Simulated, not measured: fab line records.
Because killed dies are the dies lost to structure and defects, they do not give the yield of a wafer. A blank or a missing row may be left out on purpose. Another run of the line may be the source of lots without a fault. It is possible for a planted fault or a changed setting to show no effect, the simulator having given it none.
Which tool was responsible? :: flow gf180mcu :: route of 602 steps, sampled at 1 step: 7 lots, 21 wafers

## WHAT THE GAUGES READ, wafer by wafer
GF_V4_THK_MEAS_03.
lot: L803
measured: day 23 17:38
on: film_metro-03
V4_CVD_02_THK (nm): 830 847 856

lot: L805
measured: day 24 11:32
on: film_metro-03
V4_CVD_02_THK (nm): 852 856 864

lot: L808
measured: day 25 13:19
on: film_metro-03
V4_CVD_02_THK (nm): 847 866 854

lot: L810
measured: day 26 02:31
on: film_metro-03
V4_CVD_02_THK (nm): 845 839 867

lot: L821
measured: day 29 08:23
on: film_metro-02
V4_CVD_02_THK (nm): 843 846 865

lot: L823
measured: day 30 02:38
on: film_metro-04
V4_CVD_02_THK (nm): 856 852 866

lot: L824
measured: day 30 07:56
on: film_metro-04
V4_CVD_02_THK (nm): 842 833 844

## WHAT TOOL EACH LOT RAN ON (gives the tool, then ch and the chambers of the sampled wafers, and finally the start)
No process step before these readings appears in the record.

## THE ANSWER, worked out from the rows above alone
Rule: the usual values come from the lots themselves. Put in order of their means at a reading, lots are off if they are a third of the lots or fewer, leave a main group of 4 or more, and stand apart from it by a gap of 3 or more times the standard deviation of the main group's means; of several such gaps the widest counts. The tables above print the reading to a certain number of digits; a main group whose means all agree to those digits is not used. A lot without any number at a reading at which 4 lots or more have one is off too. All remaining lots with rows at the step are treated as sound.
Across all readings shown, no lot is off: no conclusion can be drawn from this.

## WHAT THE SIMULATOR PUT IN
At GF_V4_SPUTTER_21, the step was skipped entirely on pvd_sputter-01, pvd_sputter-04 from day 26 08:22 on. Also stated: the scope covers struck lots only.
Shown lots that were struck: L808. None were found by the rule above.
